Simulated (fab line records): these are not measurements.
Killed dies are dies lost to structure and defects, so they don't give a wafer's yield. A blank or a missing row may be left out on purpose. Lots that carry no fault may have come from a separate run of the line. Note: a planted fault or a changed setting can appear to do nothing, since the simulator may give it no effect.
What tool caused it? || flow sky130 || 72 wafers from 24 lots sampled at 5 of the route's 708 steps

## WHAT EACH GAUGE READ, for each wafer
SKY_METAL4_CD_MEAS_13: target cd 300 nm.
{"lot": "L074", "measured": "day 43 04:43", "on": "cdSem-01", "cdNm (nm)": "302.4 301.7 301.6"}
{"lot": "L075", "measured": "day 43 09:20", "on": "cdSem-01", "cdNm (nm)": "301.3 299.4 300.9"}
{"lot": "L076", "measured": "day 43 11:47", "on": "cdSem-01", "cdNm (nm)": "299.5 301.2 300.0"}
{"lot": "L077", "measured": "day 44 04:44", "on": "cdSem-01", "cdNm (nm)": "298.8 298.8 299.4"}
{"lot": "L078", "measured": "day 44 09:41", "on": "cdSem-01", "cdNm (nm)": "301.9 300.6 300.1"}
{"lot": "L079", "measured": "day 44 10:17", "on": "cdSem-01", "cdNm (nm)": "296.0 297.2 297.4"}
{"lot": "L080", "measured": "day 44 12:10", "on": "cdSem-01", "cdNm (nm)": "299.4 300.2 300.1"}
{"lot": "L081", "measured": "day 45 07:53", "on": "cdSem-01", "cdNm (nm)": "299.8 299.2 298.7"}
{"lot": "L082", "measured": "day 45 10:44", "on": "cdSem-01", "cdNm (nm)": "298.3 298.7 298.1"}
{"lot": "L083", "measured": "day 45 12:04", "on": "cdSem-01", "cdNm (nm)": "301.5 301.2 301.5"}
{"lot": "L084", "measured": "day 45 17:10", "on": "cdSem-01", "cdNm (nm)": "299.6 300.5 299.4"}
{"lot": "L085", "measured": "day 46 05:31", "on": "cdSem-01", "cdNm (nm)": "299.9 300.1 299.5"}
{"lot": "L086", "measured": "day 46 08:58", "on": "cdSem-01", "cdNm (nm)": "301.2 301.3 301.3"}
{"lot": "L087", "measured": "day 46 14:17", "on": "cdSem-01", "cdNm (nm)": "301.7 301.3 302.2"}
{"lot": "L088", "measured": "day 46 16:05", "on": "cdSem-01", "cdNm (nm)": "299.1 298.4 300.9"}
{"lot": "L089", "measured": "day 47 04:19", "on": "cdSem-02", "cdNm (nm)": "299.4 300.1 300.8"}
{"lot": "L090", "measured": "day 47 05:07", "on": "cdSem-01", "cdNm (nm)": "299.3 298.0 298.9"}
{"lot": "L091", "measured": "day 47 11:23", "on": "cdSem-02", "cdNm (nm)": "298.4 298.1 298.4"}
{"lot": "L092", "measured": "day 47 12:56", "on": "cdSem-02", "cdNm (nm)": "297.7 295.7 297.4"}
{"lot": "L093", "measured": "day 48 03:17", "on": "cdSem-01", "cdNm (nm)": "300.7 300.9 300.9"}
{"lot": "L094", "measured": "day 48 03:36", "on": "cdSem-01", "cdNm (nm)": "298.4 299.1 298.5"}
{"lot": "L095", "measured": "day 48 16:40", "on": "cdSem-01", "cdNm (nm)": "300.1 299.9 299.3"}
{"lot": "L096", "measured": "day 48 17:47", "on": "cdSem-01", "cdNm (nm)": "298.3 298.6 298.2"}
{"lot": "L097", "measured": "day 49 00:17", "on": "cdSem-01", "cdNm (nm)": "302.9 301.5 300.5"}

SKY_VIA4_OVL_MEAS_11.
{"lot": "L074", "measured": "day 44 06:06", "on": "overlay-01", "VIA4_OVL (nm)": "0.4 1.1 0.4"}
{"lot": "L075", "measured": "day 44 10:33", "on": "overlay-01", "VIA4_OVL (nm)": "-0.8 0.0 -0.1"}
{"lot": "L076", "measured": "day 44 13:01", "on": "overlay-02", "VIA4_OVL (nm)": "1.1 1.3 2.4"}
{"lot": "L077", "measured": "day 45 05:13", "on": "overlay-02", "VIA4_OVL (nm)": "3.1 -0.5 1.6"}
{"lot": "L078", "measured": "day 45 10:05", "on": "overlay-02", "VIA4_OVL (nm)": "2.0 0.9 1.3"}
{"lot": "L079", "measured": "day 45 10:43", "on": "overlay-01", "VIA4_OVL (nm)": "-1.3 -2.2 -2.8"}
{"lot": "L080", "measured": "day 45 12:34", "on": "overlay-01", "VIA4_OVL (nm)": "-2.6 -3.7 -2.7"}
{"lot": "L081", "measured": "day 46 06:59", "on": "overlay-01", "VIA4_OVL (nm)": "2.0 1.6 2.2"}
{"lot": "L082", "measured": "day 46 08:43", "on": "overlay-01", "VIA4_OVL (nm)": "0.5 0.1 0.4"}
{"lot": "L083", "measured": "day 46 09:19", "on": "overlay-02", "VIA4_OVL (nm)": "0.1 1.4 0.5"}
{"lot": "L084", "measured": "day 46 16:22", "on": "overlay-02", "VIA4_OVL (nm)": "-1.5 1.2 0.2"}
{"lot": "L085", "measured": "day 47 04:17", "on": "overlay-02", "VIA4_OVL (nm)": "1.3 -0.1 0.4"}
{"lot": "L086", "measured": "day 47 09:44", "on": "overlay-01", "VIA4_OVL (nm)": "-1.6 -2.6 -2.1"}
{"lot": "L087", "measured": "day 47 13:50", "on": "overlay-01", "VIA4_OVL (nm)": "1.9 1.4 2.9"}
{"lot": "L088", "measured": "day 47 14:49", "on": "overlay-02", "VIA4_OVL (nm)": "0.8 1.2 0.2"}
{"lot": "L089", "measured": "day 48 02:07", "on": "overlay-02", "VIA4_OVL (nm)": "-0.4 0.7 1.2"}
{"lot": "L090", "measured": "day 48 02:26", "on": "overlay-01", "VIA4_OVL (nm)": "-0.8 -0.6 0.2"}
{"lot": "L091", "measured": "day 48 09:18", "on": "overlay-02", "VIA4_OVL (nm)": "-0.4 0.6 -0.5"}
{"lot": "L092", "measured": "day 48 10:11", "on": "overlay-01", "VIA4_OVL (nm)": "-0.1 0.0 -0.8"}
{"lot": "L093", "measured": "day 49 01:01", "on": "overlay-02", "VIA4_OVL (nm)": "0.3 0.4 0.9"}
{"lot": "L094", "measured": "day 49 01:10", "on": "overlay-01", "VIA4_OVL (nm)": "-1.5 0.4 -2.1"}
{"lot": "L095", "measured": "day 49 12:53", "on": "overlay-02", "VIA4_OVL (nm)": "-1.7 0.6 -0.8"}
{"lot": "L096", "measured": "day 49 13:58", "on": "overlay-02", "VIA4_OVL (nm)": "0.4 -0.4 -1.7"}
{"lot": "L097", "measured": "day 49 20:29", "on": "overlay-02", "VIA4_OVL (nm)": "-0.4 -0.8 -0.1"}

## EACH LOT AND THE TOOL THAT RAN IT (in order: tool; ch and the chambers of the sampled wafers; start)
{"lot": "L074", "SKY_METAL3_STRIP_19": "plasmaAsher-04 ch 0,1, day 39 23:36", "SKY_VIA3_CMP_24": "cmp-02 ch 1,2, day 41 02:56", "SKY_METAL4_STRIP_19": "plasmaAsher-03 ch 0,1, day 43 05:10"}
{"lot": "L075", "SKY_METAL3_STRIP_19": "plasmaAsher-04 ch 0,1, day 40 03:14", "SKY_VIA3_CMP_24": "cmp-02 ch 0,3, day 41 07:13", "SKY_METAL4_STRIP_19": "plasmaAsher-02 ch 0,1, day 43 09:49"}
{"lot": "L076", "SKY_METAL3_STRIP_19": "plasmaAsher-03 ch 0,1, day 40 06:12", "SKY_VIA3_CMP_24": "cmp-02 ch 0,3, day 41 10:14", "SKY_METAL4_STRIP_19": "plasmaAsher-04 ch 0, day 43 12:16"}
{"lot": "L077", "SKY_METAL3_STRIP_19": "plasmaAsher-01 ch 0,1, day 40 23:10", "SKY_VIA3_CMP_24": "cmp-02 ch 0,1, day 42 02:56", "SKY_METAL4_STRIP_19": "plasmaAsher-04 ch 0,1, day 44 05:13"}
{"lot": "L078", "SKY_METAL3_STRIP_19": "plasmaAsher-01 ch 0,1, day 41 05:52", "SKY_VIA3_CMP_24": "cmp-02 ch 2,3, day 42 09:07", "SKY_METAL4_STRIP_19": "plasmaAsher-04 ch 0,1, day 44 10:08"}
{"lot": "L079", "SKY_METAL3_STRIP_19": "plasmaAsher-04 ch 0,1, day 41 07:12", "SKY_VIA3_CMP_24": "cmp-02 ch 1,2,3, day 42 10:32", "SKY_METAL4_STRIP_19": "plasmaAsher-03 ch 0,1, day 44 10:44"}
{"lot": "L080", "SKY_METAL3_STRIP_19": "plasmaAsher-01 ch 1, day 41 08:46", "SKY_VIA3_CMP_24": "cmp-02 ch 1,2,3, day 42 11:25", "SKY_METAL4_STRIP_19": "plasmaAsher-02 ch 0, day 44 12:37"}
{"lot": "L081", "SKY_METAL3_STRIP_19": "plasmaAsher-04 ch 0,1, day 42 05:11", "SKY_VIA3_CMP_24": "cmp-02 ch 2,3, day 43 08:24", "SKY_METAL4_STRIP_19": "plasmaAsher-04 ch 0,1, day 45 08:28"}
{"lot": "L082", "SKY_METAL3_STRIP_19": "plasmaAsher-03 ch 0,1, day 42 07:30", "SKY_VIA3_CMP_24": "cmp-01 ch 0,2,3, day 43 10:52", "SKY_METAL4_STRIP_19": "plasmaAsher-03 ch 0,1, day 45 11:19"}
{"lot": "L083", "SKY_METAL3_STRIP_19": "plasmaAsher-04 ch 0,1, day 42 10:18", "SKY_VIA3_CMP_24": "cmp-02 ch 2,3, day 43 12:37", "SKY_METAL4_STRIP_19": "plasmaAsher-02 ch 0,1, day 45 12:32"}
{"lot": "L084", "SKY_METAL3_STRIP_19": "plasmaAsher-03 ch 0,1, day 42 15:31", "SKY_VIA3_CMP_24": "cmp-02 ch 0,2,3, day 43 18:22", "SKY_METAL4_STRIP_19": "plasmaAsher-04 ch 0,1, day 45 17:46"}
{"lot": "L085", "SKY_METAL3_STRIP_19": "plasmaAsher-03 ch 0,1, day 43 06:03", "SKY_VIA3_CMP_24": "cmp-02 ch 0,1,3, day 44 07:37", "SKY_METAL4_STRIP_19": "plasmaAsher-04 ch 0,1, day 46 06:11"}
{"lot": "L086", "SKY_METAL3_STRIP_19": "plasmaAsher-04 ch 1, day 43 11:12", "SKY_VIA3_CMP_24": "cmp-02 ch 2,3, day 44 13:00", "SKY_METAL4_STRIP_19": "plasmaAsher-02 ch 1, day 46 09:26"}
{"lot": "L087", "SKY_METAL3_STRIP_19": "plasmaAsher-03 ch 0,1, day 43 15:06", "SKY_VIA3_CMP_24": "cmp-01 ch 1,3, day 44 17:05", "SKY_METAL4_STRIP_19": "plasmaAsher-04 ch 0,1, day 46 14:44"}
{"lot": "L088", "SKY_METAL3_STRIP_19": "plasmaAsher-04 ch 1, day 43 17:08", "SKY_VIA3_CMP_24": "cmp-02 ch 0,1, day 44 18:25", "SKY_METAL4_STRIP_19": "plasmaAsher-04 ch 0,1, day 46 16:32"}
{"lot": "L089", "SKY_METAL3_STRIP_19": "plasmaAsher-04 ch 0,1, day 44 06:03", "SKY_VIA3_CMP_24": "cmp-01 ch 0,2,3, day 45 07:18", "SKY_METAL4_STRIP_19": "plasmaAsher-02 ch 0,1, day 47 04:48"}
{"lot": "L090", "SKY_METAL3_STRIP_19": "plasmaAsher-01 ch 0,1, day 44 07:08", "SKY_VIA3_CMP_24": "cmp-01 ch 1,2, day 45 08:27", "SKY_METAL4_STRIP_19": "plasmaAsher-03 ch 0,1, day 47 05:42"}
{"lot": "L091", "SKY_METAL3_STRIP_19": "plasmaAsher-01 ch 0,1, day 44 13:51", "SKY_VIA3_CMP_24": "cmp-01 ch 0,1,2, day 45 15:14", "SKY_METAL4_STRIP_19": "plasmaAsher-02 ch 0,1, day 47 11:51"}
{"lot": "L092", "SKY_METAL3_STRIP_19": "plasmaAsher-03 ch 0,1, day 44 16:32", "SKY_VIA3_CMP_24": "cmp-01 ch 1,2,3, day 45 17:25", "SKY_METAL4_STRIP_19": "plasmaAsher-04 ch 0,1, day 47 13:23"}
{"lot": "L093", "SKY_METAL3_STRIP_19": "plasmaAsher-03 ch 0,1, day 45 06:18", "SKY_VIA3_CMP_24": "cmp-02 ch 0,1,2, day 46 06:53", "SKY_METAL4_STRIP_19": "plasmaAsher-02 ch 0,1, day 48 03:47"}
{"lot": "L094", "SKY_METAL3_STRIP_19": "plasmaAsher-04 ch 0,1, day 45 06:37", "SKY_VIA3_CMP_24": "cmp-01 ch 2,3, day 46 07:39", "SKY_METAL4_STRIP_19": "plasmaAsher-03 ch 0,1, day 48 04:06"}
{"lot": "L095", "SKY_METAL3_STRIP_19": "plasmaAsher-03 ch 0, day 46 00:02", "SKY_VIA3_CMP_24": "cmp-02 ch 0,2, day 46 22:44", "SKY_METAL4_STRIP_19": "plasmaAsher-04 ch 0,1, day 48 17:16"}
{"lot": "L096", "SKY_METAL3_STRIP_19": "plasmaAsher-03 ch 0,1, day 46 00:23", "SKY_VIA3_CMP_24": "cmp-02 ch 1,3, day 47 00:04", "SKY_METAL4_STRIP_19": "plasmaAsher-02 ch 0,1, day 48 18:26"}
{"lot": "L097", "SKY_METAL3_STRIP_19": "plasmaAsher-03 ch 0,1, day 46 06:21", "SKY_VIA3_CMP_24": "cmp-01 ch 1,2,3, day 47 06:59", "SKY_METAL4_STRIP_19": "plasmaAsher-04 ch 0,1, day 49 00:55"}
- SKY_METAL3_STRIP_19: strips in O2/N2.
- SKY_VIA3_CMP_24: polishes, stops on SiO2, t overpolish 20 s, target thk 0 nm.
- SKY_METAL4_STRIP_19: strips in O2/N2.

## AS READ BY THE TOOLS THEMSELVES (means over the sampled wafers that have a number; for cases with no such wafer, the mark the record gives instead)
SKY_METAL3_STRIP_19.
{"lot": "L074", "tool": "plasmaAsher-04", "drypumpMotorCurrentA (A)": 5.85, "oesProductAu (a.u.)": 0.502, "stripTimeToEndpointS (s)": 6.52}
{"lot": "L075", "tool": "plasmaAsher-04", "drypumpMotorCurrentA (A)": 5.85, "oesProductAu (a.u.)": 0.506, "stripTimeToEndpointS (s)": 6.55}
{"lot": "L076", "tool": "plasmaAsher-03", "drypumpMotorCurrentA (A)": 5.60, "oesProductAu (a.u.)": 0.502, "stripTimeToEndpointS (s)": 6.57}
{"lot": "L077", "tool": "plasmaAsher-01", "drypumpMotorCurrentA (A)": 5.70, "oesProductAu (a.u.)": 0.505, "stripTimeToEndpointS (s)": 6.51}
{"lot": "L078", "tool": "plasmaAsher-01", "drypumpMotorCurrentA (A)": 5.69, "oesProductAu (a.u.)": 0.502, "stripTimeToEndpointS (s)": 6.59}
{"lot": "L079", "tool": "plasmaAsher-04", "drypumpMotorCurrentA (A)": 5.86, "oesProductAu (a.u.)": 0.506, "stripTimeToEndpointS (s)": 6.55}
{"lot": "L080", "tool": "plasmaAsher-01", "drypumpMotorCurrentA (A)": 5.75, "oesProductAu (a.u.)": 0.505, "stripTimeToEndpointS (s)": 6.53}
{"lot": "L081", "tool": "plasmaAsher-04", "drypumpMotorCurrentA (A)": 5.96, "oesProductAu (a.u.)": 0.507, "stripTimeToEndpointS (s)": 6.61}
{"lot": "L082", "tool": "plasmaAsher-03", "drypumpMotorCurrentA (A)": 5.42, "oesProductAu (a.u.)": 0.506, "stripTimeToEndpointS (s)": 6.56}
{"lot": "L083", "tool": "plasmaAsher-04", "drypumpMotorCurrentA (A)": 5.86, "oesProductAu (a.u.)": 0.507, "stripTimeToEndpointS (s)": 6.53}
{"lot": "L084", "tool": "plasmaAsher-03", "drypumpMotorCurrentA (A)": 5.61, "oesProductAu (a.u.)": 0.504, "stripTimeToEndpointS (s)": 6.61}
{"lot": "L085", "tool": "plasmaAsher-03", "drypumpMotorCurrentA (A)": 5.40, "oesProductAu (a.u.)": 0.502, "stripTimeToEndpointS (s)": 6.54}
{"lot": "L086", "tool": "plasmaAsher-04", "drypumpMotorCurrentA (A)": 5.77, "oesProductAu (a.u.)": 0.506, "stripTimeToEndpointS (s)": 6.58}
{"lot": "L087", "tool": "plasmaAsher-03", "drypumpMotorCurrentA (A)": 5.40, "oesProductAu (a.u.)": 0.501, "stripTimeToEndpointS (s)": 6.52}
{"lot": "L088", "tool": "plasmaAsher-04", "drypumpMotorCurrentA (A)": 5.75, "oesProductAu (a.u.)": 0.505, "stripTimeToEndpointS (s)": 6.59}
{"lot": "L089", "tool": "plasmaAsher-04", "drypumpMotorCurrentA (A)": 5.93, "oesProductAu (a.u.)": 0.507, "stripTimeToEndpointS (s)": 6.61}
{"lot": "L090", "tool": "plasmaAsher-01", "drypumpMotorCurrentA (A)": 5.67, "oesProductAu (a.u.)": 0.508, "stripTimeToEndpointS (s)": 6.59}
{"lot": "L091", "tool": "plasmaAsher-01", "drypumpMotorCurrentA (A)": 5.65, "oesProductAu (a.u.)": 0.505, "stripTimeToEndpointS (s)": 6.63}
{"lot": "L092", "tool": "plasmaAsher-03", "drypumpMotorCurrentA (A)": 5.44, "oesProductAu (a.u.)": 0.508, "stripTimeToEndpointS (s)": 6.60}
{"lot": "L093", "tool": "plasmaAsher-03", "drypumpMotorCurrentA (A)": 5.62, "oesProductAu (a.u.)": 0.507, "stripTimeToEndpointS (s)": 6.65}
{"lot": "L094", "tool": "plasmaAsher-04", "drypumpMotorCurrentA (A)": 5.85, "oesProductAu (a.u.)": 0.502, "stripTimeToEndpointS (s)": 6.55}
{"lot": "L095", "tool": "plasmaAsher-03", "drypumpMotorCurrentA (A)": 5.82, "oesProductAu (a.u.)": 0.503, "stripTimeToEndpointS (s)": 6.57}
{"lot": "L096", "tool": "plasmaAsher-03", "drypumpMotorCurrentA (A)": 5.40, "oesProductAu (a.u.)": 0.508, "stripTimeToEndpointS (s)": 6.58}
{"lot": "L097", "tool": "plasmaAsher-03", "drypumpMotorCurrentA (A)": 5.63, "oesProductAu (a.u.)": 0.505, "stripTimeToEndpointS (s)": 6.57}

SKY_VIA3_CMP_24.
{"lot": "L074", "tool": "cmp-02", "edgeZonePressureFrac": 1.008, "motorCurrentA (A)": 12.4, "overpolishRunS (s)": 19.997, "retainingRingPressureFrac": 1.000, "slurryFilterDpKPa (kPa)": 13.40, "timeToEndpointS (s)": 93}
{"lot": "L075", "tool": "cmp-02", "edgeZonePressureFrac": 0.997, "motorCurrentA (A)": 10.6, "overpolishRunS (s)": 19.998, "retainingRingPressureFrac": 0.999, "slurryFilterDpKPa (kPa)": 13.40, "timeToEndpointS (s)": 95}
{"lot": "L076", "tool": "cmp-02", "edgeZonePressureFrac": 1.000, "motorCurrentA (A)": 11.1, "overpolishRunS (s)": 20.003, "retainingRingPressureFrac": 0.997, "slurryFilterDpKPa (kPa)": 13.46, "timeToEndpointS (s)": 90}
{"lot": "L077", "tool": "cmp-02", "edgeZonePressureFrac": 0.996, "motorCurrentA (A)": 10.7, "overpolishRunS (s)": 19.999, "retainingRingPressureFrac": 1.005, "slurryFilterDpKPa (kPa)": 13.44, "timeToEndpointS (s)": 94}
{"lot": "L078", "tool": "cmp-02", "edgeZonePressureFrac": 1.000, "motorCurrentA (A)": 11.8, "overpolishRunS (s)": 19.999, "retainingRingPressureFrac": 1.003, "slurryFilterDpKPa (kPa)": 13.49, "timeToEndpointS (s)": 96}
{"lot": "L079", "tool": "cmp-02", "edgeZonePressureFrac": 1.000, "motorCurrentA (A)": 11.3, "overpolishRunS (s)": 20.000, "retainingRingPressureFrac": 0.998, "slurryFilterDpKPa (kPa)": 13.57, "timeToEndpointS (s)": 93}
{"lot": "L080", "tool": "cmp-02", "edgeZonePressureFrac": 1.004, "motorCurrentA (A)": 11.3, "overpolishRunS (s)": 19.998, "retainingRingPressureFrac": 0.999, "slurryFilterDpKPa (kPa)": 13.49, "timeToEndpointS (s)": 99}
{"lot": "L081", "tool": "cmp-02", "edgeZonePressureFrac": 1.001, "motorCurrentA (A)": 12.4, "overpolishRunS (s)": 20.002, "retainingRingPressureFrac": 1.000, "slurryFilterDpKPa (kPa)": 13.49, "timeToEndpointS (s)": 97}
{"lot": "L082", "tool": "cmp-01", "edgeZonePressureFrac": 0.997, "motorCurrentA (A)": 10.7, "overpolishRunS (s)": 20.000, "retainingRingPressureFrac": 1.005, "slurryFilterDpKPa (kPa)": 13.60, "timeToEndpointS (s)": 98}
{"lot": "L083", "tool": "cmp-02", "edgeZonePressureFrac": 1.001, "motorCurrentA (A)": 11.4, "overpolishRunS (s)": 20.006, "retainingRingPressureFrac": 1.001, "slurryFilterDpKPa (kPa)": 13.42, "timeToEndpointS (s)": 101}
{"lot": "L084", "tool": "cmp-02", "edgeZonePressureFrac": 1.003, "motorCurrentA (A)": 11.7, "overpolishRunS (s)": 19.997, "retainingRingPressureFrac": 1.000, "slurryFilterDpKPa (kPa)": 13.62, "timeToEndpointS (s)": 97}
{"lot": "L085", "tool": "cmp-02", "edgeZonePressureFrac": 1.002, "motorCurrentA (A)": 10.7, "overpolishRunS (s)": 19.998, "retainingRingPressureFrac": 1.006, "slurryFilterDpKPa (kPa)": 13.58, "timeToEndpointS (s)": 92}
{"lot": "L086", "tool": "cmp-02", "edgeZonePressureFrac": 1.003, "motorCurrentA (A)": 11.6, "overpolishRunS (s)": 20.000, "retainingRingPressureFrac": 1.003, "slurryFilterDpKPa (kPa)": 13.38, "timeToEndpointS (s)": 95}
{"lot": "L087", "tool": "cmp-01", "edgeZonePressureFrac": 0.990, "motorCurrentA (A)": 11.1, "overpolishRunS (s)": 20.003, "retainingRingPressureFrac": 0.997, "slurryFilterDpKPa (kPa)": 13.51, "timeToEndpointS (s)": 98}
{"lot": "L088", "tool": "cmp-02", "edgeZonePressureFrac": 1.006, "motorCurrentA (A)": 10.4, "overpolishRunS (s)": 20.005, "retainingRingPressureFrac": 1.001, "slurryFilterDpKPa (kPa)": 13.42, "timeToEndpointS (s)": 96}
{"lot": "L089", "tool": "cmp-01", "edgeZonePressureFrac": 1.004, "motorCurrentA (A)": 10.5, "overpolishRunS (s)": 19.993, "retainingRingPressureFrac": 1.000, "slurryFilterDpKPa (kPa)": 13.41, "timeToEndpointS (s)": 103}
{"lot": "L090", "tool": "cmp-01", "edgeZonePressureFrac": 1.002, "motorCurrentA (A)": 10.7, "overpolishRunS (s)": 20.005, "retainingRingPressureFrac": 1.003, "slurryFilterDpKPa (kPa)": 13.46, "timeToEndpointS (s)": 100}
{"lot": "L091", "tool": "cmp-01", "edgeZonePressureFrac": 0.994, "motorCurrentA (A)": 10.1, "overpolishRunS (s)": 20.004, "retainingRingPressureFrac": 0.998, "slurryFilterDpKPa (kPa)": 13.72, "timeToEndpointS (s)": 97}
{"lot": "L092", "tool": "cmp-01", "edgeZonePressureFrac": 1.001, "motorCurrentA (A)": 10.8, "overpolishRunS (s)": 19.998, "retainingRingPressureFrac": 0.998, "slurryFilterDpKPa (kPa)": 13.68, "timeToEndpointS (s)": 95}
{"lot": "L093", "tool": "cmp-02", "edgeZonePressureFrac": 1.003, "motorCurrentA (A)": 10.7, "overpolishRunS (s)": 19.998, "retainingRingPressureFrac": 1.002, "slurryFilterDpKPa (kPa)": 13.51, "timeToEndpointS (s)": 96}
{"lot": "L094", "tool": "cmp-01", "edgeZonePressureFrac": 0.992, "motorCurrentA (A)": 11.1, "overpolishRunS (s)": 20.000, "retainingRingPressureFrac": 1.004, "slurryFilterDpKPa (kPa)": 13.61, "timeToEndpointS (s)": 98}
{"lot": "L095", "tool": "cmp-02", "edgeZonePressureFrac": 1.004, "motorCurrentA (A)": 12.7, "overpolishRunS (s)": 20.009, "retainingRingPressureFrac": 1.003, "slurryFilterDpKPa (kPa)": 13.48, "timeToEndpointS (s)": 97}
{"lot": "L096", "tool": "cmp-02", "edgeZonePressureFrac": 1.001, "motorCurrentA (A)": 10.5, "overpolishRunS (s)": 20.004, "retainingRingPressureFrac": 0.997, "slurryFilterDpKPa (kPa)": 13.28, "timeToEndpointS (s)": 99}
{"lot": "L097", "tool": "cmp-01", "edgeZonePressureFrac": 0.998, "motorCurrentA (A)": 11.2, "overpolishRunS (s)": 19.992, "retainingRingPressureFrac": 1.000, "slurryFilterDpKPa (kPa)": 13.51, "timeToEndpointS (s)": 98}

SKY_METAL4_STRIP_19.
{"lot": "L074", "tool": "plasmaAsher-03", "drypumpMotorCurrentA (A)": 5.63, "oesProductAu (a.u.)": 0.488, "stripTimeToEndpointS (s)": 6.28}
{"lot": "L075", "tool": "plasmaAsher-02", "drypumpMotorCurrentA (A)": 5.80, "oesProductAu (a.u.)": 0.496, "stripTimeToEndpointS (s)": 6.39}
{"lot": "L076", "tool": "plasmaAsher-04", "drypumpMotorCurrentA (A)": 6.04, "oesProductAu (a.u.)": 0.498, "stripTimeToEndpointS (s)": 6.40}
{"lot": "L077", "tool": "plasmaAsher-04", "drypumpMotorCurrentA (A)": 5.87, "oesProductAu (a.u.)": 0.503, "stripTimeToEndpointS (s)": 6.44}
{"lot": "L078", "tool": "plasmaAsher-04", "drypumpMotorCurrentA (A)": 5.94, "oesProductAu (a.u.)": 0.495, "stripTimeToEndpointS (s)": 6.34}
{"lot": "L079", "tool": "plasmaAsher-03", "drypumpMotorCurrentA (A)": 5.43, "oesProductAu (a.u.)": 0.487, "stripTimeToEndpointS (s)": 6.17}
{"lot": "L080", "tool": "plasmaAsher-02", "drypumpMotorCurrentA (A)": 5.97, "oesProductAu (a.u.)": 0.491, "stripTimeToEndpointS (s)": 6.25}
{"lot": "L081", "tool": "plasmaAsher-04", "drypumpMotorCurrentA (A)": 5.86, "oesProductAu (a.u.)": 0.496, "stripTimeToEndpointS (s)": 6.33}
{"lot": "L082", "tool": "plasmaAsher-03", "drypumpMotorCurrentA (A)": 5.39, "oesProductAu (a.u.)": 0.494, "stripTimeToEndpointS (s)": 6.35}
{"lot": "L083", "tool": "plasmaAsher-02", "drypumpMotorCurrentA (A)": 5.79, "oesProductAu (a.u.)": 0.489, "stripTimeToEndpointS (s)": 6.34}
{"lot": "L084", "tool": "plasmaAsher-04", "drypumpMotorCurrentA (A)": 5.86, "oesProductAu (a.u.)": 0.495, "stripTimeToEndpointS (s)": 6.37}
{"lot": "L085", "tool": "plasmaAsher-04", "drypumpMotorCurrentA (A)": 5.86, "oesProductAu (a.u.)": 0.499, "stripTimeToEndpointS (s)": 6.41}
{"lot": "L086", "tool": "plasmaAsher-02", "drypumpMotorCurrentA (A)": 5.74, "oesProductAu (a.u.)": 0.485, "stripTimeToEndpointS (s)": 6.30}
{"lot": "L087", "tool": "plasmaAsher-04", "drypumpMotorCurrentA (A)": 5.85, "oesProductAu (a.u.)": 0.494, "stripTimeToEndpointS (s)": 6.35}
{"lot": "L088", "tool": "plasmaAsher-04", "drypumpMotorCurrentA (A)": 5.85, "oesProductAu (a.u.)": 0.493, "stripTimeToEndpointS (s)": 6.35}
{"lot": "L089", "tool": "plasmaAsher-02", "drypumpMotorCurrentA (A)": 5.79, "oesProductAu (a.u.)": 0.500, "stripTimeToEndpointS (s)": 6.42}
{"lot": "L090", "tool": "plasmaAsher-03", "drypumpMotorCurrentA (A)": 5.62, "oesProductAu (a.u.)": 0.500, "stripTimeToEndpointS (s)": 6.44}
{"lot": "L091", "tool": "plasmaAsher-02", "drypumpMotorCurrentA (A)": 5.82, "oesProductAu (a.u.)": 0.504, "stripTimeToEndpointS (s)": 6.46}
{"lot": "L092", "tool": "plasmaAsher-04", "drypumpMotorCurrentA (A)": 5.87, "oesProductAu (a.u.)": 0.494, "stripTimeToEndpointS (s)": 6.33}
{"lot": "L093", "tool": "plasmaAsher-02", "drypumpMotorCurrentA (A)": 5.81, "oesProductAu (a.u.)": 0.499, "stripTimeToEndpointS (s)": 6.40}
{"lot": "L094", "tool": "plasmaAsher-03", "drypumpMotorCurrentA (A)": 5.62, "oesProductAu (a.u.)": 0.501, "stripTimeToEndpointS (s)": 6.42}
{"lot": "L095", "tool": "plasmaAsher-04", "drypumpMotorCurrentA (A)": 5.97, "oesProductAu (a.u.)": 0.498, "stripTimeToEndpointS (s)": 6.38}
{"lot": "L096", "tool": "plasmaAsher-02", "drypumpMotorCurrentA (A)": 5.86, "oesProductAu (a.u.)": 0.496, "stripTimeToEndpointS (s)": 6.40}
{"lot": "L097", "tool": "plasmaAsher-04", "drypumpMotorCurrentA (A)": 5.95, "oesProductAu (a.u.)": 0.495, "stripTimeToEndpointS (s)": 6.36}

## THE ANSWER, worked out from the rows above alone
Rule: what is usual is taken from the lots themselves. Put in order of their means at a reading, lots are off if they are a third of the lots or fewer, leave a main group of 4 or more, and stand apart from it by a gap of 3 or more times the standard deviation of the main group's means; of several such gaps the widest counts. The tables above print the reading to a certain number of digits; a main group whose means all agree to those digits is not used. A lot without any number at a reading at which 4 lots or more have one is off too. All remaining lots with rows at the step are treated as sound. Order of review: gauges by route order, followed by the tools' own readings, for which a lot's mean as printed above is used. At the first step where some lot is off, the reading lying furthest off is the one used; lots without a number count as furthest.
Across all readings shown, no lot is off: no conclusion can be drawn from this.

## WHAT HAD BEEN PUT IN BY THE SIMULATOR
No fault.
